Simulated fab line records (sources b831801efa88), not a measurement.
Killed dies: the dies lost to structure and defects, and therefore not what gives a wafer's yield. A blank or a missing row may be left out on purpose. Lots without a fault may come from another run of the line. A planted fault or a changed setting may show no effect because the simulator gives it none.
A lot that was struck, set against a sound lot | flow sky130 | 17 out of 708 route steps
Sound: the wafers L718.1, L718.3, L718.6. Wafers L728.1, L728.2, L728.5 were the ones struck. The cause is given at the end.
Per side, at each step with rows, come the tool, then ch with its chambers, and then its first start. Under that, the readings that differ: sound wafers | struck wafers | difference of the means | sigmas: that difference in standard deviations of wafers without a fault.
alike: readings whose means differ by less than 2 such deviations, and words and numbers that are the same on both sides. not compared: withheld readings, readings that some wafer has no value for, bounds like >300 that may hide the same value, and numbers for which the record gives no deviation and whose values overlap.
The two part at a step that has a row with sigmas, a row that says differs or no value, or rows on one side only. Numbers that have no deviation but don't overlap get no sigmas and don't part them. Lack of a reading on every wafer of one side parts them only where that side has two or more wafers.

SKY_METAL4_SPUTTER_04: material TiN, target thk 70 nm, time 58.3 s.
  struck on pvd_sputter-01, day 43 17:55; sound on pvd_sputter-04, day 41 03:12
  alike: throttle_valve_pct
SKY_CAP2M_CVD_00: deposits SiO2, target thk 15.5 nm.
  sound on pecvd-02 ch 0,1, day 41 03:15; struck on pecvd-01 ch 0,2, day 43 17:58
  alike: heater_power_w
SKY_CAP2M_THK_MEAS_01:
  struck on film_metro-02, day 43 18:00; sound on film_metro-04, day 41 03:16
  alike: CAP2M_CVD_00_THK
SKY_CAP2M_SPUTTER_02: material TiN, target thk 200 nm, time 166.7 s.
  struck on pvd_sputter-03, day 43 18:04; sound on pvd_sputter-03, day 41 03:20
  alike: throttle_valve_pct
SKY_CAP2M_RS_MEAS_03: uses a four-point probe to measure.
  struck on film_metro-01, day 43 18:10; sound on film_metro-01, day 41 03:26
  alike: CAP2M_TIN_RS
SKY_CAP2M_THK_MEAS_04: measures by xrf.
  struck on film_metro-01, day 43 18:17; sound on film_metro-01, day 41 03:34
  alike: CAP2M_TIN_THK
then, 6 steps without rows for these wafers: SKY_CAP2M_DEHYDRATE_05 (time 60 s); SKY_CAP2M_HMDS_06 (prime time 60 s); SKY_CAP2M_COAT_07 (resist thk 1140 nm); SKY_CAP2M_SOFTBAKE_08 (time 60 s); SKY_CAP2M_EXPOSE_09 (exposes mask CAP2M, target cd 1000 nm); SKY_CAP2M_PEB_10.
SKY_CAP2M_DEVELOP_11: develop time 60 s.
  sound on litho_track-03 ch 0, day 42 03:56; struck on litho_track-02 ch 0, day 44 17:16
SKY_CAP2M_OVL_MEAS_12:
  struck on overlay-02, day 44 17:25; sound on overlay-02, day 42 04:05
  alike: CAP2M_OVL
SKY_CAP2M_METAL_ETCH_13: etches TiN in Cl2/BCl3, stops on SiO2, target depth 220 nm, time 62.9 s.
  sound on rie_metal-03 ch 0, day 42 04:07; struck on rie_metal-02 ch 0,1, day 44 17:26
  reading                | sound           | struck          | difference | sigmas
  model.CAP2M.cd_nm (nm) | 995.5 996 993.7 | 986 983.5 980.1 | -12        |
  alike: drypump_motor_current_A, oes_product_au, throttle_valve_pct
  not compared: rf_hours_counter_h
SKY_CAP2M_STRIP_14: strips in O2/N2.
  sound on plasma_asher-04 ch 0, day 42 04:11; struck on plasma_asher-01 ch 0,1, day 44 17:31
  alike: drypump_motor_current_A, oes_product_au, strip_time_to_endpoint_s
  not compared: rf_hours_counter_h
-- the record jumps here: 4 days lie between the struck wafers' starts before and after (it left off in module CAP2M and takes up again in module PAD_OPEN, whose first step shown is number 708 of the route) --
SKY_PAD_OPEN_PROBE_99:
  struck on prober-01, day 49 05:12; sound on prober-01, day 47 02:31
  alike: defect_limited_yield, killed_at_M0_to_M3, killed_at_M4_up, killed_at_contacts, killed_at_front_end, killed_at_other, killed_dies, killed_open, killed_short, sort_bin_3_pad_short, sort_bin_5_function, sort_bin_6_memory, sort_n_pass, sort_yield_pct

== WHERE THEY PART ==
Nowhere in this record.

WHY: what the simulator had put in
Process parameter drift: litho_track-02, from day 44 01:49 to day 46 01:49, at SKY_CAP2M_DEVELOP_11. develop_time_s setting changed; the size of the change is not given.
